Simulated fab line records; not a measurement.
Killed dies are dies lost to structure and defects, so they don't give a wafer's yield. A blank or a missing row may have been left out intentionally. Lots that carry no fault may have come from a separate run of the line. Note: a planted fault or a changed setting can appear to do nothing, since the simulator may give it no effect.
Struck lot and sound lot, side by side | flow sky130 | 15 out of 708 route steps
Sound: these wafers, L361.3, L361.4, L361.5. Wafers L365.2, L365.4, L365.5 were the ones struck. The cause is named last.
Per side, at each step with rows, come the tool, then ch with its chambers, and then its first start. Under that, the readings that differ: sound wafers | struck wafers | difference of the means | sigmas: that difference in standard deviations of wafers without a fault.
alike: readings with means less than 2 such deviations apart, plus words and numbers identical on both sides. not compared: withheld readings, readings lacking a value on some wafer, bounds such as >300 that could conceal the same value, and numbers that have no deviation in the record and whose values overlap.
The two part at a step that has a row with sigmas, a row that says differs or no value, or rows on one side only. Numbers that don't overlap but have no deviation are shown without sigmas and don't part them. A reading that every wafer of one side lacks parts them only if that side has two wafers or more.

SKY_CONTACT_STRIP_19: strips in O2/N2.
  sound on plasma-asher-02 ch 0,1, day 34 13:10; struck on plasma-asher-04 ch 0,1, day 35 13:32
  alike: drypump-motor-current-A, oes-product-au, strip-time-to-endpoint-s
  not compared: rf-hours-counter-h
then, 5 steps without rows for these wafers: SKY_CONTACT_STRIP_20 (strips in post etch residue remover, time 1200 s); SKY_CONTACT_CLEAN_21 (cleans in IPA, time 180 s); SKY_CONTACT_CLEAN_22 (cleans in O3/DIW); SKY_CONTACT_SPUTTER_23 (material TiN, target thk 20 nm, time 80 s); SKY_CONTACT_CVD_24 (deposits W, target thk 340 nm, time 102.12 s).
SKY_CONTACT_RS_MEAS_25: uses a four-point probe to measure.
  sound: film-metro-04 at day 34 13:56; struck: film-metro-02 at day 35 14:19
  alike: CONTACT_W_RS
SKY_CONTACT_THK_MEAS_26: measures by xrf.
  sound: film-metro-04 at day 34 14:02; struck: film-metro-02 at day 35 14:26
  alike: CONTACT_W_THK
SKY_CONTACT_CMP_27: polishes, stops on SiO2, t overpolish 15 s, target thk 0 nm.
  sound on cmp-02 ch 2,3, day 34 14:05; struck on cmp-01 ch 1,2, day 35 14:32
  reading             | sound          | struck      | difference | sigmas
  motor-current-A (A) | 12.8 11.7 11.9 | 8.5 8.9 8.8 | -3.4       | -3
  alike: edge-zone-pressure-frac, overpolish-run-s, slurry-flow-ml-min, time-to-endpoint-s
SKY_METAL1_SPUTTER_00: material Ti, target thk 15 nm, time 10 s.
  sound: pvd-sputter-01 at day 34 14:23; struck: pvd-sputter-01 at day 35 14:48
  alike: throttle-valve-pct
SKY_METAL1_SPUTTER_01: material TiN, target thk 20 nm, time 16.7 s.
  sound: pvd-sputter-01 at day 34 14:24; struck: pvd-sputter-01 at day 35 14:49
  alike: throttle-valve-pct
then, 1 step without rows for these wafers: SKY_METAL1_SPUTTER_02 (material AlCu, target thk 250 nm, time 13.3 s).
SKY_METAL1_SPUTTER_03: material Ti, target thk 5 nm, time 3.3 s.
  sound: pvd-sputter-01 at day 34 14:27; struck: pvd-sputter-01 at day 35 14:52
  reading                                   | sound             | struck            | difference | sigmas
  model.Ti_of_METAL1_SPUTTER_03.thk-nm (nm) | 5.118 5.284 5.143 | 3.665 3.564 3.611 | -1.568     |
  alike: throttle-valve-pct
SKY_METAL1_SPUTTER_04: material TiN, target thk 70 nm, time 58.3 s.
  sound: pvd-sputter-01 at day 34 14:28; struck: pvd-sputter-01 at day 35 14:53
  alike: throttle-valve-pct
SKY_PAD_OPEN_PROBE_99:
  sound wafers here have rows in the record (prober-02, day 48 00:52); struck ones have none

## WHERE THEY PART
At SKY_CONTACT_CMP_27 first; at SKY_PAD_OPEN_PROBE_99 last (within this record only).

WHY: what the simulator had put in
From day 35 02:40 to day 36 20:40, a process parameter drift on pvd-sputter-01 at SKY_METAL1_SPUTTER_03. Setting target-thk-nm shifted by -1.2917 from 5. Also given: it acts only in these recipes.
